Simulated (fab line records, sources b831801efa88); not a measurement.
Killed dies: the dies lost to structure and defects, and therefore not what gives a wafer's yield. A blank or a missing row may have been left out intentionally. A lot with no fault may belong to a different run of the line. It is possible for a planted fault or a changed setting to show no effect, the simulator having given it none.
Comparing a struck lot with a sound one ; flow sky130 ; 36 steps out of a route of 708
Sound: wafers L790.4, L790.5, L790.6. Struck: wafer L801.6. (L801.3, L801.5 of the same lot were not struck and are left out.) The cause comes at the end.
Each step with rows lists, per side, the tool, then ch with its chambers, then its first start. Under that, the readings that differ: sound wafers ; struck wafers ; difference of the means ; sigmas: that difference in standard deviations of wafers without a fault.
alike: words and numbers the same on both sides, and readings whose means are apart by under 2 such deviations; not compared: readings that were withheld, readings missing a value for some wafer, numbers with overlapping values and no deviation given by the record, and bounds like >300 which may hide the same value.
Wherever a step has rows on one side only, a row that says differs or no value, or a row with sigmas, the two part there. Numbers that have no deviation but don't overlap get no sigmas and don't part them. Lack of a reading on every wafer of one side parts them only where that side has two or more wafers.

first, 9 steps without rows for these wafers: SKY_CAPM_SPUTTER_02 (material TiN, target thk 200 nm, time 166.7 s); SKY_CAPM_DEHYDRATE_05 (time 60 s); SKY_CAPM_HMDS_06 (prime time 60 s); SKY_CAPM_COAT_07 (resist thk 1140 nm); SKY_CAPM_SOFTBAKE_08 (time 60 s); SKY_CAPM_EXPOSE_09 (exposes mask CAPM, target cd 1000 nm); SKY_CAPM_PEB_10; SKY_CAPM_DEVELOP_11 (develop time 61.76 s); SKY_CAPM_METAL_ETCH_13 (etches TiN in Cl2/BCl3, stops on SiO2, target depth 220 nm, time 62.9 s).
SKY_CAPM_STRIP_14: strips in O2/N2.
  sound on plasma-asher-03 ch 0,1, day 39 20:32; struck on plasma-asher-01 ch 1, day 43 03:44
reading;sound;struck;difference;sigmas
o2-flow-sccm (sccm);3005 2996 2998;3019;+19;+2
  alike: drypump-motor-current-A, oes-product-au, strip-time-to-endpoint-s
  not compared: rf-hours-counter-h
then, 25 steps without rows for these wafers: SKY_CAPM_STRIP_15 (strips in post etch residue remover, time 1200 s); SKY_CAPM_CLEAN_16 (cleans in IPA, time 180 s); SKY_CAPM_CLEAN_17 (cleans in O3/DIW); SKY_METAL3_DEHYDRATE_05 (time 60 s); SKY_METAL3_HMDS_06 (prime time 60 s); SKY_METAL3_COAT_07 (resist thk 60 nm); SKY_METAL3_COAT_08 (resist thk 1140 nm); SKY_METAL3_SOFTBAKE_09 (time 90 s); SKY_METAL3_EXPOSE_10 (exposes mask MM3, target cd 300 nm); SKY_METAL3_PEB_11; SKY_METAL3_DEVELOP_12 (develop time 60 s); SKY_METAL3_DESCUM_15 (chemistry O2, time 8 s); SKY_METAL3_ETCH_16 (etches BARC in N2/H2, stops on SiO2, time 88.2 s, target depth 60 nm); SKY_METAL3_ETCH_17 (etches SiO2 in C4F8/O2/Ar, stops on TiN, time 3.9 s, target depth 15 nm); SKY_METAL3_METAL_ETCH_18 (etches the open film in Cl2/BCl3, stops on SiO2, target depth 845 nm, time 183.1 s); SKY_METAL3_STRIP_19 (strips in O2/N2); SKY_METAL3_STRIP_20 (strips in post etch residue remover, time 1200 s); SKY_METAL3_CLEAN_21 (cleans in IPA, time 180 s); SKY_METAL3_CLEAN_22 (cleans in O3/DIW); SKY_VIA3_HDPCVD_00 (deposits SiO2, target thk 1635 nm, time 272.5 s); SKY_VIA3_CMP_02 (polishes SiO2); SKY_VIA3_DEHYDRATE_04 (time 60 s); SKY_VIA3_HMDS_05 (prime time 60 s); SKY_VIA3_COAT_06 (resist thk 60 nm); SKY_VIA3_COAT_07 (resist thk 450 nm).
-- the record jumps here: 7 days lie between the struck wafers' starts before and after (it left off in module VIA3 and takes up again in module PAD_OPEN, whose first step shown is number 708 of the route) --
SKY_PAD_OPEN_PROBE_99:
  sound on prober-01, day 47 17:51; struck on prober-02, day 50 07:34
reading;sound;struck;difference;sigmas
defect-limited-yield (%);84.1 85.2 82.1;75.0;-8.8;-5
killed-at-other;0 0 0;55;+55;+89
killed-dies;78 73 88;123;+43;+5
killed-short;37 35 46;25;-14;-2
sort_bin_5_function (%);8.9 8.9 10.8;17.3;+7.8;+6
sort-n-pass;414 419 404;369;-43;-5
sort-yield-pct (%);84.1 85.2 82.1;75.0;-8.8;-5
model.etest.tester.sort-n-pass;414 419 404;369;-43;
model.etest.tester.sort-yield-pct (%);84.15 85.16 82.11;75;-9;
model.etest.tester.sort_bin_5_pct (%);8.943 8.943 10.77;17.28;+7.73;
model.etest.tester.sort_bin_3_pct (%);1.016 0.813 0.813;1.423;+0.542;
  alike: killed_at_M0_to_M3, killed_at_M4_up, killed-at-contacts, killed-at-front-end, killed-open, sort_bin_3_pad_short, sort_bin_6_memory

== WHERE THEY PART ==
Last at SKY_PAD_OPEN_PROBE_99 as far as this record goes, first at SKY_CAPM_STRIP_14.

WHY: what had been put in by the simulator
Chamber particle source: plasma-asher-01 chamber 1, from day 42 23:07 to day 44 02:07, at SKY_CAPM_STRIP_14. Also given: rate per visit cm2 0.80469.
